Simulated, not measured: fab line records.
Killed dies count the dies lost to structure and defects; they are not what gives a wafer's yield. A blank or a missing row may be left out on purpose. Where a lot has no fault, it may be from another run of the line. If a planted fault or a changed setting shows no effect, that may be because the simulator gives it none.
Which tool is to blame? ; flow sky130 ; Sampling: 14 lots, 42 wafers, 5 of 708 route steps

WHAT THE GAUGES READ, wafer by wafer
The record holds no reading of a measuring or inspecting step that can be judged against a usual standard deviation.

WHICH TOOL RAN EACH LOT (tool, then ch and the chambers of the sampled wafers, then the start)
lot;SKY_GATE_OXIDE_OXIDATION_01;SKY_METAL4_SPUTTER_03;SKY_METAL4_ETCH_17;SKY_METAL5_SPUTTER_02;SKY_PAD_OPEN_PROBE_99
L517;furnace-02 ch 0, day 13 05:01;pvd-sputter-03, day 40 01:26;rie-diel-02 ch 2,3, day 42 02:05;pvd-sputter-03, day 43 03:48;-
L518;furnace-02 ch 0, day 13 05:01;pvd-sputter-03, day 40 05:25;rie-diel-02 ch 0,2,3, day 42 04:52;pvd-sputter-02, day 43 06:25;-
L519;furnace-02 ch 0, day 13 20:17;pvd-sputter-03, day 40 18:53;rie-diel-04 ch 2,3, day 42 18:41;pvd-sputter-04, day 43 19:48;-
L521;furnace-02 ch 0, day 14 18:08;pvd-sputter-03, day 41 11:19;rie-diel-04 ch 0,1,2, day 43 10:56;pvd-sputter-04, day 44 12:24;-
L522;furnace-02 ch 0, day 14 18:08;pvd-sputter-01, day 41 12:28;rie-diel-03 ch 0,1, day 43 11:17;pvd-sputter-02, day 44 12:31;-
L524;furnace-01 ch 0, day 15 13:42;pvd-sputter-02, day 42 02:34;rie-diel-02 ch 2,3, day 44 00:38;pvd-sputter-03, day 45 01:23;-
L526;furnace-01 ch 0, day 15 22:08;pvd-sputter-03, day 42 18:23;rie-diel-04 ch 1,2,3, day 44 19:59;pvd-sputter-03, day 45 19:07;prober-01, day 48 09:08
L527;furnace-01 ch 0, day 15 22:08;pvd-sputter-03, day 42 14:20;rie-diel-04 ch 0,2, day 44 12:43;pvd-sputter-03, day 45 13:34;prober-02, day 48 05:21
L530;furnace-02 ch 0, day 17 04:31;pvd-sputter-03, day 43 09:22;rie-diel-04 ch 0,3, day 45 05:56;pvd-sputter-02, day 46 08:01;-
L531;furnace-02 ch 0, day 17 17:03;pvd-sputter-01, day 43 20:26;rie-diel-04 ch 1,3, day 45 16:10;pvd-sputter-04, day 46 14:36;-
L533;furnace-02 ch 0, day 18 22:13;pvd-sputter-02, day 44 22:18;rie-diel-02 ch 0,1,3, day 46 16:08;pvd-sputter-03, day 47 14:54;-
L534;furnace-02 ch 0, day 19 02:32;pvd-sputter-01, day 45 00:09;rie-diel-03 ch 1,2,3, day 46 19:58;pvd-sputter-02, day 47 18:29;-
L538;furnace-01 ch 0, day 20 08:49;pvd-sputter-01, day 45 21:00;rie-diel-02 ch 0,1,2, day 47 14:11;pvd-sputter-04, day 48 12:25;-
L539;furnace-02 ch 0, day 20 12:29;pvd-sputter-01, day 46 00:27;rie-diel-03 ch 1,3, day 47 17:47;pvd-sputter-02, day 48 14:55;-
- SKY_GATE_OXIDE_OXIDATION_01: stabilise 600 s, purge 300 s, target thk 10.268 nm.
- SKY_METAL4_SPUTTER_03: material Ti, target thk 5 nm, time 3.3 s.
- SKY_METAL4_ETCH_17: etches SiO2 in C4F8/O2/Ar, stops on TiN, time 3.9 s, target depth 15 nm.
- SKY_METAL5_SPUTTER_02: material AlCu, target thk 1150 nm, time 61.2 s.
- SKY_PAD_OPEN_PROBE_99

WHAT THE TOOLS THEMSELVES READ (means of the sampled wafers that have a number; where no wafer has one, the mark that the record gives instead)
SKY_METAL4_SPUTTER_03. Usual: throttle-valve-pct 30.1 %, standard deviation 0.92.
lot;tool;throttle-valve-pct (%);flag
L517;pvd-sputter-03;30.5;
L518;pvd-sputter-03;30.3;
L519;pvd-sputter-03;30.4;
L521;pvd-sputter-03;31.0;
L522;pvd-sputter-01;29.2;
L524;pvd-sputter-02;30.4;
L526;pvd-sputter-03;29.9;
L527;pvd-sputter-03;30.6;
L530;pvd-sputter-03;30.8;
L531;pvd-sputter-01;29.3;
L533;pvd-sputter-02;30.3;
L534;pvd-sputter-01;29.3;
L538;pvd-sputter-01;29.7;
L539;pvd-sputter-01;29.7;

SKY_METAL4_ETCH_17. Usual: oes-product-au 0.758 a.u., standard deviation 0.0068.
lot;tool;oes-product-au (a.u.);flag
L517;rie-diel-02;0.754;
L518;rie-diel-02;0.753;
L519;rie-diel-04;0.757;
L521;rie-diel-04;0.759;
L522;rie-diel-03;0.755;
L524;rie-diel-02;0.758;
L526;rie-diel-04;0.763;
L527;rie-diel-04;0.760;
L530;rie-diel-04;0.760;
L531;rie-diel-04;0.754;
L533;rie-diel-02;0.761;
L534;rie-diel-03;0.754;
L538;rie-diel-02;0.760;
L539;rie-diel-03;0.767;

SKY_METAL5_SPUTTER_02. Usual: throttle-valve-pct 30.3 %, standard deviation 0.93.
lot;tool;throttle-valve-pct (%);flag
L517;pvd-sputter-03;30.5;
L518;pvd-sputter-02;29.6;
L519;pvd-sputter-04;30.5;
L521;pvd-sputter-04;30.9;
L522;pvd-sputter-02;29.9;
L524;pvd-sputter-03;31.1;
L526;pvd-sputter-03;30.6;
L527;pvd-sputter-03;30.6;
L530;pvd-sputter-02;29.7;
L531;pvd-sputter-04;30.6;
L533;pvd-sputter-03;30.6;
L534;pvd-sputter-02;29.4;
L538;pvd-sputter-04;30.3;
L539;pvd-sputter-02;29.6;

SKY_PAD_OPEN_PROBE_99. Usual: killed_at_M0_to_M3 45, standard deviation 7; killed_at_M4_up 3.4, standard deviation 1.8; killed-at-contacts 24, standard deviation 5.4; killed-at-front-end 16, standard deviation 4.8; killed-at-other 0.4, standard deviation 0.62; killed-dies 89, standard deviation 10; killed-on-rim 17, standard deviation 3.5; killed-open 48, standard deviation 7.2; killed-short 40, standard deviation 6.3.
lot;tool;killed_at_M0_to_M3;killed_at_M4_up;killed-at-contacts;killed-at-front-end;killed-at-other;killed-dies;killed-on-rim;killed-open;killed-short;flag
L526;prober-01;36;2.7;20;152;0.0;211;40;39;36;OFF
L527;prober-02;37;4.0;22;141;0.0;204;37;40;37;OFF

THE ANSWER, worked out from the rows above alone
Rule: a lot counts as off when the mean over its wafers that have a number is more than 3 standard deviations away from the usual mean. A lot without any number at a reading at which 4 lots or more have one is off too. Any other lot the step has rows for is counted as sound. The gauges are gone through in route order, then the tools' own readings, and for those a lot's mean is taken as printed above. At the first step where some lot is off, the reading lying furthest off is the one used; lots without a number count as furthest.
Off, at SKY_PAD_OPEN_PROBE_99 on killed-at-front-end: L526, L527. Neither off nor sound, because the step has no rows for them: L517, L518, L519, L521, L522, L524, L530, L531, L533, L534, L538, L539.
A tool fits if, at that step or a process step before it, it ran every lot that is off, and no sound lot after the first of them. Can't be told from this: 3 tools fit, furnace-01 at SKY_GATE_OXIDE_OXIDATION_01, pvd-sputter-03 at SKY_METAL4_SPUTTER_03 and SKY_METAL5_SPUTTER_02, rie-diel-04 at SKY_METAL4_ETCH_17.

WHAT THE SIMULATOR HAD PUT IN
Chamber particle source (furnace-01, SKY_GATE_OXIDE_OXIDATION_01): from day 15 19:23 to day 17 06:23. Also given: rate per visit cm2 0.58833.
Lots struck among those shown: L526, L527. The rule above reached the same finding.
